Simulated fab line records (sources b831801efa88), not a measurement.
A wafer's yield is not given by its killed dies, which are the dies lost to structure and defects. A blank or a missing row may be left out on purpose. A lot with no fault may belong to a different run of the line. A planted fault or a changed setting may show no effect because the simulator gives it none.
Struck lot and sound lot, side by side | flow sky130 | 35 out of 708 route steps
Sound: the wafers L462.2, L462.4, L462.5. Struck: wafers L478.1, L478.4, L478.5. Last of all comes the cause.
Per side, at each step with rows, come the tool, then ch with its chambers, and then its first start. Under that, the readings that differ: sound wafers | struck wafers | difference of the means | sigmas: that difference in standard deviations of wafers without a fault.
alike: words and numbers the same on both sides, and readings whose means are apart by under 2 such deviations; not compared: readings that were withheld, readings missing a value for some wafer, numbers with overlapping values and no deviation given by the record, and bounds like >300 which may hide the same value.
A row with sigmas, a row that says differs or no value, or rows on one side alone: a step with any of these is where the two part. Non-overlapping numbers with no deviation appear without sigmas and do not part them. A reading that every wafer of one side lacks parts them only if that side has two wafers or more.

SKY_SD_P_CD_MEAS_07 targets a cd of 380 nm.
  sound on cd-sem-02, day 25 18:00; struck on cd-sem-01, day 31 02:16
  alike: cd-nm
SKY_SD_P_OVL_MEAS_08:
  sound on overlay-02, day 25 18:06; struck on overlay-01, day 31 02:23
  alike: SD_P_OVL
after that, 1 step had no rows for these wafers: SKY_SD_P_IMPLANT_09.
SKY_SD_P_STRIP_10: strips in O2/N2.
  sound on plasma-asher-02 ch 0,1, day 25 18:17; struck on plasma-asher-03 ch 1, day 31 02:34
  alike: chamber-pressure-mTorr, drypump-motor-current-A, oes-product-au, strip-time-to-endpoint-s
  not compared: rf-hours-counter-h
SKY_SD_P_TW_MEAS_11:
  sound on film-metro-03, day 25 18:23; struck on film-metro-03, day 31 02:40
  alike: SD_P_TW
then, 7 steps without rows for these wafers: SKY_RES_XHIGH_DEHYDRATE_00 (time 60 s); SKY_RES_XHIGH_HMDS_01 (prime time 60 s); SKY_RES_XHIGH_COAT_02 (resist thk 1140 nm); SKY_RES_XHIGH_SOFTBAKE_03 (time 60 s); SKY_RES_XHIGH_EXPOSE_04 (exposes mask URPM, target cd 1270 nm); SKY_RES_XHIGH_PEB_05; SKY_RES_XHIGH_DEVELOP_06 (develop time 60 s).
SKY_RES_XHIGH_IMPLANT_07:
  sound on implanter-01 ch 0, day 26 23:00; struck on implanter-04 ch 0, day 32 05:58
SKY_RES_XHIGH_STRIP_08: strips in O2/N2.
  sound on plasma-asher-02 ch 0,1, day 26 23:08; struck on plasma-asher-03 ch 0,1, day 32 06:07
  alike: chamber-pressure-mTorr, drypump-motor-current-A, oes-product-au, strip-time-to-endpoint-s
  not compared: rf-hours-counter-h
SKY_RES_XHIGH_TW_MEAS_09:
  sound on film-metro-04, day 26 23:14; struck on film-metro-02, day 32 06:13
  reading      | sound          | struck         | difference | sigmas
  RES_XHIGH_TW | 1616 1625 1633 | 1590 1584 1581 | -40        | -4
then, 7 steps without rows for these wafers: SKY_SD_N_DEHYDRATE_00 (time 60 s); SKY_SD_N_HMDS_01 (prime time 60 s); SKY_SD_N_COAT_02 (resist thk 1140 nm); SKY_SD_N_SOFTBAKE_03 (time 60 s); SKY_SD_N_EXPOSE_04 (exposes mask NSDM, target cd 380 nm); SKY_SD_N_PEB_05; SKY_SD_N_DEVELOP_06 (develop time 60 s).
SKY_SD_N_CD_MEAS_07 targets a cd of 380 nm.
  sound on cd-sem-01, day 28 03:35; struck on cd-sem-02, day 33 08:29
  alike: cd-nm
SKY_SD_N_OVL_MEAS_08:
  sound on overlay-02, day 28 03:41; struck on overlay-01, day 33 08:37
  reading       | sound          | struck      | difference | sigmas
  SD_N_OVL (nm) | -3.2 -2.5 -1.5 | 0.0 1.3 0.2 | +2.9       | +2
then, 2 steps without rows for these wafers: SKY_SD_N_IMPLANT_09; SKY_SD_N_IMPLANT_10.
SKY_SD_N_STRIP_11: strips in O2/N2.
  sound on plasma-asher-01 ch 0,1, day 28 04:01; struck on plasma-asher-04 ch 0,1, day 33 08:56
  alike: chamber-pressure-mTorr, drypump-motor-current-A, oes-product-au, strip-time-to-endpoint-s
  not compared: rf-hours-counter-h
SKY_SD_N_TW_MEAS_12:
  sound on film-metro-03, day 28 04:07; struck on film-metro-02, day 33 09:02
  alike: SD_N_TW
then, 1 step without rows for these wafers: SKY_SD_N_CLEAN_13 (cleans in SC1/SC2, time 150 s).
SKY_SD_N_RTA_14: time 2 s.
  sound on rtp-anneal-02 ch 0, day 28 04:14; struck on rtp-anneal-02 ch 0, day 33 09:09
  alike: lamp-power-pct, wafer_temp_C_max
SKY_SD_N_RS_MEAS_16: the measuring method here is four-point-probe.
  sound on film-metro-04, day 28 04:25; struck on film-metro-02, day 33 09:20
  alike: SD_N_RS
SKY_SD_N_RS_MEAS_17: the measuring method here is four-point-probe.
  sound on film-metro-04, day 28 04:32; struck on film-metro-02, day 33 09:27
  reading          | sound             | struck            | difference | sigmas
  SD_P_RS (ohm/sq) | 147.6 147.0 147.6 | 146.4 146.9 146.7 | -0.7       | -2
SKY_SD_N_RS_MEAS_18: the measuring method here is four-point-probe.
  sound on film-metro-04, day 28 04:40; struck on film-metro-02, day 33 09:34
  reading               | sound             | struck            | difference | sigmas
  RES_XHIGH_RS (ohm/sq) | 332.4 332.5 333.3 | 350.7 350.7 350.5 | +17.9      | +14
then, 1 step without rows for these wafers: SKY_SALICIDE_CLEAN_00 (cleans in HF-last, time 30 s).
-- the record jumps here: 16 days lie between the struck wafers' starts before and after (it left off in module SALICIDE and takes up again in module PAD_OPEN, whose first step shown is number 708 of the route) --
SKY_PAD_OPEN_PROBE_99:
  sound on prober-02, day 46 01:29; struck on prober-02, day 49 15:56
  reading                                            | sound                | struck               | difference | sigmas
  killed-at-front-end                                | 26 29 15             | 13 16 14             | -9         | -2
  killed-dies                                        | 95 103 105           | 78 81 86             | -19        | -2
  killed-open                                        | 56 60 60             | 36 43 42             | -18        | -3
  model.etest.res-xhigh-po.line-ohm-um               | 5769 5536 5710       | 6764 7220 6671       | +1213      |
  model.etest.res-xhigh-po.rs-ohm-sq                 | 2058 1968 2020       | 2330 2499 2371       | +385       |
  model.etest.res-xhigh-po.rs-ohm-sq-range           | 70.97 70.6 50.56     | 371.9 538.9 450      | +389.6     |
  model.etest.res-xhigh-po.rs-ohm-sq-rim-less-centre | -35.73 -47.45 -20.85 | -123.2 -191.2 -124.4 | -111.6     |
  alike: killed_at_M0_to_M3, killed_at_M4_up, killed-at-contacts, killed-at-other, killed-short

## WHERE THEY PART
At SKY_RES_XHIGH_TW_MEAS_09 first; at SKY_PAD_OPEN_PROBE_99 last (within this record only).

WHY: what the simulator had put in
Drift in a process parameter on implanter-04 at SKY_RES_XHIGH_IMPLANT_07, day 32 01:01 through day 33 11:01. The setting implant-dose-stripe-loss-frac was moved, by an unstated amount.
